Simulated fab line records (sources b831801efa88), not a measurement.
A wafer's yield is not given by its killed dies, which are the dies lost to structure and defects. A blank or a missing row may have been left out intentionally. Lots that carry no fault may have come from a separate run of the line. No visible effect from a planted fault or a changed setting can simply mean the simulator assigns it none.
Chamber matching ; flow sky130 ; SKY_VIA3_CMP_02 on cmp-02: 4 sister chambers
The step polishes SiO2. 8 wafers are shown with their chamber, then 12 later ones without.

== WAFERS PAIRED WITH THEIR CHAMBERS ==
wafer;chamber;motorCurrentA (A)
L081.1;2;12.3
L082.2;1;11.2
L086.1;0;11.9
L088.2;1;11.1
L088.6;0;11.7
L091.2;2;12.3
L091.4;3;13.5
L091.5;3;14.0

== WAFERS WITHOUT THEIR CHAMBER ==
wafer;motorCurrentA (A)
L091.1;10.7
L091.3;11.3
L091.6;11.8
L094.1;11.0
L094.2;11.4
L094.6;11.0
L095.1;12.6
L095.2;11.8
L095.3;11.2
L097.1;13.9
L097.5;14.3
L097.6;12.4

== THE CHAMBER EACH PASSED THROUGH ==
wafer;from the rows above;in truth
L091.1;1;1
L091.3;can't be placed: 1 or 0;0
L091.6;0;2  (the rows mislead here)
L094.1;1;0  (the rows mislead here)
L094.2;can't be placed: 1 or 0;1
L094.6;1;1
L095.1;2;2
L095.2;0;0
L095.3;1;1
L097.1;3;3
L097.5;3;3
L097.6;2;2
8 of 12 placed correctly. Not placeable from these rows: 2 (in 2, the candidates include the true chamber). Number placed wrongly: 2.
How it was worked out, from the rows above alone: a wafer's distance from a chamber is the root of the sum, over the readings, of the square of ((its reading less the chamber's mean) divided by the reading's scatter). If the next closest chamber is less than 2 further off than the closest, the wafer can't be placed; otherwise it belongs to the closest. A chamber's mean is the mean of its shown wafers. The scatter is the square root of a quotient: the sum, over the shown wafers, of each reading's squared deviation from its chamber's mean, divided by wafers minus chambers.
